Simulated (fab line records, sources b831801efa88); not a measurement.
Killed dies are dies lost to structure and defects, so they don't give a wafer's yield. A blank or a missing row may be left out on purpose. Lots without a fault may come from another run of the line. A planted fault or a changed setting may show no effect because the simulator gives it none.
A struck lot beside a sound one | flow gf180mcu | 20 steps out of a route of 602
Sound: wafers L741.2, L741.3, L741.6. Struck: wafers L747.1, L747.3, L747.5. The cause comes at the end.
At each step with rows: each side's tool, then ch and its chambers, then its first start. Under that, the readings that differ: sound wafers | struck wafers | difference of the means | sigmas: that difference in standard deviations of wafers without a fault.
alike: readings whose means differ by less than 2 such deviations, and words and numbers that are the same on both sides. not compared: withheld readings, readings that some wafer has no value for, bounds like >300 that may hide the same value, and numbers for which the record gives no deviation and whose values overlap.
The two part at a step that has a row with sigmas, a row that says differs or no value, or rows on one side only. Numbers that don't overlap but have no deviation are shown without sigmas and don't part them. A reading that every wafer of one side lacks parts them only if that side has two wafers or more.

first, 1 step without rows for these wafers: GF_V2_CVD_00 (deposits SiO2, target thk 600 nm, time 100 s).
GF_V2_THK_MEAS_01:
  sound on film_metro-03, day 19 07:15; struck on film_metro-03, day 21 18:34
  alike: V2_CVD_00_THK
GF_V2_CVD_02: deposits SiO2 from TEOS, target thk 850 nm, time 94.851 s.
  sound on pecvd-01 ch 1,2, day 19 07:18; struck on pecvd-03 ch 0,1,2, day 21 18:38
  reading            | sound             | struck            | difference | sigmas
  rf_fwd_power_W (W) | 592.4 594.5 591.3 | 596.9 595.7 598.9 | +4.4       | +2
  alike: heater_power_w, susceptor_temp_C
GF_V2_THK_MEAS_03:
  sound on film_metro-01, day 19 07:23; struck on film_metro-01, day 21 18:42
  alike: V2_CVD_02_THK
GF_V2_CMP_04: polishes SiO2.
  sound on cmp-02 ch 0,1,2, day 19 07:32; struck on cmp-02 ch 1,2,3, day 21 18:46
  alike: edge_zone_pressure_frac, motor_current_A, platen_rpm, time_to_endpoint_s
GF_V2_BOW_MEAS_05:
  sound on film_metro-03, day 19 07:45; struck on film_metro-03, day 21 19:04
  alike: V2_BOW
then, 6 steps without rows for these wafers: GF_V2_DEHYDRATE_06 (time 60 s); GF_V2_HMDS_07 (prime time 60 s); GF_V2_COAT_08; GF_V2_COAT_09 (resist thk 1000 nm); GF_V2_SOFTBAKE_10 (time 60 s); GF_V2_EXPOSE_11 (exposes mask Via2, target cd 260 nm).
GF_V2_PEB_12: peb time 90 s.
  sound on litho_track-03 ch 0, day 20 07:45; struck on litho_track-03 ch 0, day 22 18:40
  reading                  | sound                | struck               | difference | sigmas
  heater_power_total_W (W) | 85.61 85.78 85.57    | 88.82 88.70 88.74    | +3.10      | +38
  plate_temp_C (C)         | 135.17 134.94 134.97 | 138.30 138.44 138.51 | +3.39      | +24
then, 1 step without rows for these wafers: GF_V2_DEVELOP_13 (develop time 60 s).
GF_V2_CD_MEAS_14: target cd 260 nm.
  sound on cd_sem-01, day 20 08:05; struck on cd_sem-01, day 22 19:01
  reading    | sound             | struck            | difference | sigmas
  cd_nm (nm) | 259.2 259.1 259.7 | 268.7 268.3 269.1 | +9.4       | +7
GF_V2_OVL_MEAS_15:
  sound on overlay-02, day 20 08:12; struck on overlay-02, day 22 19:08
  alike: V2_OVL
GF_V2_ETCH_16: etches BARC in N2/H2.
  sound on rie_diel-02 ch 0,1,2, day 20 08:14; struck on rie_diel-04 ch 0,2, day 22 19:10
  reading             | sound             | struck            | difference | sigmas
  rf_fwd_power_W (W)  | 496.9 495.8 495.4 | 488.5 495.8 489.9 | -4.6       | -2
  model.V2.cd_nm (nm) | 259.6 259.5 259.2 | 269.9 268.1 270.8 | +10.2      |
  alike: drypump_motor_current_A, oes_product_au, throttle_valve_pct
GF_V2_ETCH_17: etches SiO2 in C4F8/O2/Ar, stops on TiN, target depth 630 nm.
  sound on rie_diel-02 ch 0,1,2; struck on rie_diel-04 ch 0,2
  reading             | sound             | struck            | difference | sigmas
  model.V2.cd_nm (nm) | 261.5 259.6 258.1 | 270.7 266.5 271.6 | +9.9       |
  alike: oes_product_au, rf_fwd_power_W
GF_V2_STRIP_18: strips in O2/N2.
  sound on plasma_asher-01 ch 0,1, day 20 08:21; struck on plasma_asher-02 ch 0,1, day 22 19:18
  alike: drypump_motor_current_A, heater_power_w, oes_product_au
  not compared: rf_hours_counter_h
GF_PASSIVATION_PROBE_99:
  the record has rows for the sound wafers here (prober-01, day 29 03:00) and none for the struck ones

WHERE THEY PART
First at GF_V2_CVD_02; last, within this record, at GF_PASSIVATION_PROBE_99.

WHY: what the simulator had put in
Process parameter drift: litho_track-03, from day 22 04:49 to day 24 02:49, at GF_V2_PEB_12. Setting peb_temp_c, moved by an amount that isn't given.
